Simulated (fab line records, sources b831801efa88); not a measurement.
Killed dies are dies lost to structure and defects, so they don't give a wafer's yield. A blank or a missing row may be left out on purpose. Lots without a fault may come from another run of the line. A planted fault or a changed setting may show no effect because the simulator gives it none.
A struck lot beside a sound one | flow sky130 | 43 steps out of a route of 708
Sound: wafers L306.4, L306.5, L306.6. Struck: wafers L312.1, L312.2, L312.6. The cause comes at the end.
At each step with rows: each side's tool, then ch and its chambers, then its first start. Under that, the readings that differ: sound wafers | struck wafers | difference of the means | sigmas: that difference in standard deviations of wafers without a fault.
alike: readings whose means differ by less than 2 such deviations, and words and numbers that are the same on both sides. not compared: withheld readings, readings that some wafer has no value for, bounds like >300 that may hide the same value, and numbers for which the record gives no deviation and whose values overlap.
The two part at a step that has a row with sigmas, a row that says differs or no value, or rows on one side only. Numbers that don't overlap but have no deviation are shown without sigmas and don't part them. A reading that every wafer of one side lacks parts them only if that side has two wafers or more.

first, 4 steps without rows for these wafers: SKY_VIA3_CLEAN_18 (cleans in IPA, time 180 s); SKY_VIA3_CLEAN_19 (cleans in O3/DIW); SKY_VIA3_SPUTTER_20 (material TiN, target thk 20 nm, time 80 s); SKY_VIA3_CVD_21 (deposits W, target thk 390 nm, time 117.31 s).
SKY_VIA3_RS_MEAS_22: measures by four-point-probe.
  sound on film_metro-02, day 41 20:20; struck on film_metro-01, day 43 15:07
  alike: VIA3_W_RS
SKY_VIA3_THK_MEAS_23: measures by xrf.
  sound on film_metro-02, day 41 20:26; struck on film_metro-01, day 43 15:14
  alike: VIA3_W_THK
SKY_VIA3_CMP_24: polishes, stops on SiO2, t overpolish 20 s, target thk 0 nm.
  sound on cmp-01 ch 0,1,3, day 41 20:34; struck on cmp-02 ch 1,2,3, day 43 15:24
  alike: motor_current_A, overpolish_run_s, retaining_ring_pressure_frac, slurry_flow_ml_min, time_to_endpoint_s
then, 2 steps without rows for these wafers: SKY_METAL4_SPUTTER_00 (material Ti, target thk 15 nm, time 10 s); SKY_METAL4_SPUTTER_01 (material TiN, target thk 20 nm, time 16.7 s).
SKY_METAL4_SPUTTER_02: material AlCu, target thk 735 nm, time 39.1 s.
  sound on pvd_sputter-04, day 41 20:48; struck on pvd_sputter-01, day 43 15:39
  alike: throttle_valve_pct
then, 2 steps without rows for these wafers: SKY_METAL4_SPUTTER_03 (material Ti, target thk 5 nm, time 3.3 s); SKY_METAL4_SPUTTER_04 (material TiN, target thk 70 nm, time 58.3 s).
SKY_CAP2M_CVD_00: deposits SiO2, target thk 15.5 nm.
  sound on pecvd-01 ch 0,1,2, day 41 20:55; struck on pecvd-01 ch 0,1, day 43 15:45
  alike: heater_power_w
SKY_CAP2M_THK_MEAS_01:
  sound on film_metro-04, day 41 20:58; struck on film_metro-02, day 43 15:47
  alike: CAP2M_CVD_00_THK
SKY_CAP2M_SPUTTER_02: material TiN, target thk 200 nm, time 166.7 s.
  sound on pvd_sputter-02, day 41 20:59; struck on pvd_sputter-03, day 43 15:50
  alike: throttle_valve_pct
SKY_CAP2M_RS_MEAS_03: measures by four-point-probe.
  sound on film_metro-03, day 41 21:10; struck on film_metro-04, day 43 15:57
  alike: CAP2M_TIN_RS
SKY_CAP2M_THK_MEAS_04: measures by xrf.
  sound on film_metro-03, day 41 21:15; struck on film_metro-04, day 43 16:04
  alike: CAP2M_TIN_THK
then, 7 steps without rows for these wafers: SKY_CAP2M_DEHYDRATE_05 (time 60 s); SKY_CAP2M_HMDS_06 (prime time 60 s); SKY_CAP2M_COAT_07 (resist thk 1140 nm); SKY_CAP2M_SOFTBAKE_08 (time 60 s); SKY_CAP2M_EXPOSE_09 (exposes mask CAP2M, target cd 1000 nm); SKY_CAP2M_PEB_10; SKY_CAP2M_DEVELOP_11 (develop time 60 s).
SKY_CAP2M_OVL_MEAS_12:
  sound on overlay-02, day 42 20:15; struck on overlay-01, day 44 14:08
  alike: CAP2M_OVL
SKY_CAP2M_METAL_ETCH_13: etches TiN in Cl2/BCl3, stops on SiO2, target depth 220 nm, time 62.9 s.
  sound on rie_metal-02 ch 0,1, day 42 20:17; struck on rie_metal-04 ch 0,1, day 44 14:11
  reading                     | sound       | struck      | difference | sigmas
  drypump_motor_current_A (A) | 5.1 5.2 5.8 | 6.0 6.5 6.5 | +1.0       | +2
  alike: oes_product_au, throttle_valve_pct
  not compared: rf_hours_counter_h
then, 12 steps without rows for these wafers: SKY_CAP2M_STRIP_14 (strips in O2/N2); SKY_CAP2M_STRIP_15 (strips in post etch residue remover, time 1200 s); SKY_CAP2M_CLEAN_16 (cleans in IPA, time 180 s); SKY_CAP2M_CLEAN_17 (cleans in O3/DIW); SKY_METAL4_DEHYDRATE_05 (time 60 s); SKY_METAL4_HMDS_06 (prime time 60 s); SKY_METAL4_COAT_07 (resist thk 60 nm); SKY_METAL4_COAT_08 (resist thk 1140 nm); SKY_METAL4_SOFTBAKE_09 (time 90 s); SKY_METAL4_EXPOSE_10 (exposes mask MM4, target cd 300 nm); SKY_METAL4_PEB_11; SKY_METAL4_DEVELOP_12 (develop time 60 s).
SKY_METAL4_CD_MEAS_13: target cd 300 nm.
  sound on cd_sem-01, day 43 19:48; struck on cd_sem-02, day 45 12:23
  alike: cd_nm
SKY_METAL4_OVL_MEAS_14:
  sound on overlay-02, day 43 19:53; struck on overlay-02, day 45 12:31
  alike: METAL4_OVL
then, 1 step without rows for these wafers: SKY_METAL4_DESCUM_15 (chemistry O2, time 8 s).
SKY_METAL4_ETCH_16: etches BARC in N2/H2, stops on SiO2, time 88.2 s, target depth 60 nm.
  sound on rie_metal-04 ch 0,1, day 43 19:58; struck on rie_metal-03 ch 0,1, day 45 12:35
  reading                | sound                | struck               | difference | sigmas
  throttle_valve_pct (%) | 13.191 13.186 13.201 | 13.217 13.207 13.213 | +0.020     | +2
  alike: drypump_motor_current_A, oes_product_au
  not compared: rf_hours_counter_h
-- the record jumps here: 4 days lie between the struck wafers' starts before and after (it left off in module METAL4 and takes up again in module PAD_OPEN, whose first step shown is number 708 of the route) --
SKY_PAD_OPEN_PROBE_99:
  sound on prober-01, day 47 15:05; struck on prober-02, day 49 02:40
  reading                                 | sound             | struck            | difference | sigmas
  model.etest.pfet_01v8.r_on_ohm_um       | 2837 2793 2852    | 4197 4189 4265    | +1390      |
  model.etest.pfet_g5v0d10v5.r_on_ohm_um  | 4780 4716 4780    | 4928 4896 4955    | +168       |
  model.etest.pfet_01v8.drive_ua_um       | 198.1 200.1 196.9 | 128.5 130 128.2   | -69.5      |
  model.etest.sram_pfet_latch.drive_ua_um | 146.5 146.6 152.1 | 94.6 98.07 95.39  | -52.4      |
  model.etest.pfet_01v8_hvt.drive_ua_um   | 148.6 150.5 146.5 | 94.55 95.48 93.57 | -54.00     |
  model.etest.pfet_01v8_mvt.drive_ua_um   | 155.4 157.3 154.9 | 121.8 123 121.2   | -33.9      |
  model.etest.pfet_01v8_lvt.drive_ua_um   | 175.4 176.4 174.4 | 154.1 156.6 153.2 | -20.8      |
  model.etest.pfet_g5v0d10v5.drive_ua_um  | 336.7 341.6 342.5 | 331.9 336.1 329.7 | -7.7       |

WHERE THEY PART
First at SKY_CAP2M_METAL_ETCH_13; last, within this record, at SKY_METAL4_ETCH_16.

WHY: what the simulator had put in
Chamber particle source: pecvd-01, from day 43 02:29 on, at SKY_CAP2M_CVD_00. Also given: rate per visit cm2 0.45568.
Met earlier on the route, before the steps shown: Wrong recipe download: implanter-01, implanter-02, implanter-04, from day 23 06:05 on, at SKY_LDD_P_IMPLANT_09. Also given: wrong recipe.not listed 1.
